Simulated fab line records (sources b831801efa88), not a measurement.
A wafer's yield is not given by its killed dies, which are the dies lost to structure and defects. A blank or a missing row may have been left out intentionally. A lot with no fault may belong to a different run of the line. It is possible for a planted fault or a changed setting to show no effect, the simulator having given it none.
Chamber matching    flow gf180mcu    pecvd-01 running GF_V2_CVD_02: 3 sister chambers
The step deposits SiO2 from TEOS, target thk 850 nm, time 94.851 s. 3 wafers are shown with their chamber, then 10 later ones without.

WAFERS WITH THEIR CHAMBER
wafer   chamber  heater-power-w (W)
L089.2  0        778
L089.4  2        609
L089.5  1        839

WAFERS WITH NO CHAMBER GIVEN
wafer   heater-power-w (W)
L089.6  626
L090.1  733
L090.2  725
L090.3  800
L090.4  847
L090.5  749
L090.6  760
L097.1  743
L097.2  784
L097.5  821

EACH ONE'S CHAMBER
wafer    from the rows above       in truth
L089.6   2                         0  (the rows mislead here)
L090.1   0                         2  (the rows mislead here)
L090.2   0                         0
L090.3   can't be placed: 0 or 1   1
L090.4   1                         1
L090.5   0                         0
L090.6   0                         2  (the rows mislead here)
L097.1   0                         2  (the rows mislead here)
L097.2   can't be placed: 0 or 1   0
L097.5   can't be placed: 1 or 0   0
3 of 10 placed correctly. Not placeable from these rows: 3 (in 3, the candidates include the true chamber). Placed wrongly: 4.
How it was worked out, from the rows above alone: a wafer's distance from a chamber is the root of the sum, over the readings, of the square of ((its reading less the chamber's mean) divided by the reading's scatter). The wafer belongs to the nearest chamber; if the next one is less than 2 further off, it can't be placed. For every chamber, the mean is computed from those of its wafers that are shown. The scatter: with one shown wafer a chamber, the root of the mean of the squares of how far each hidden wafer lies from its nearest shown one.
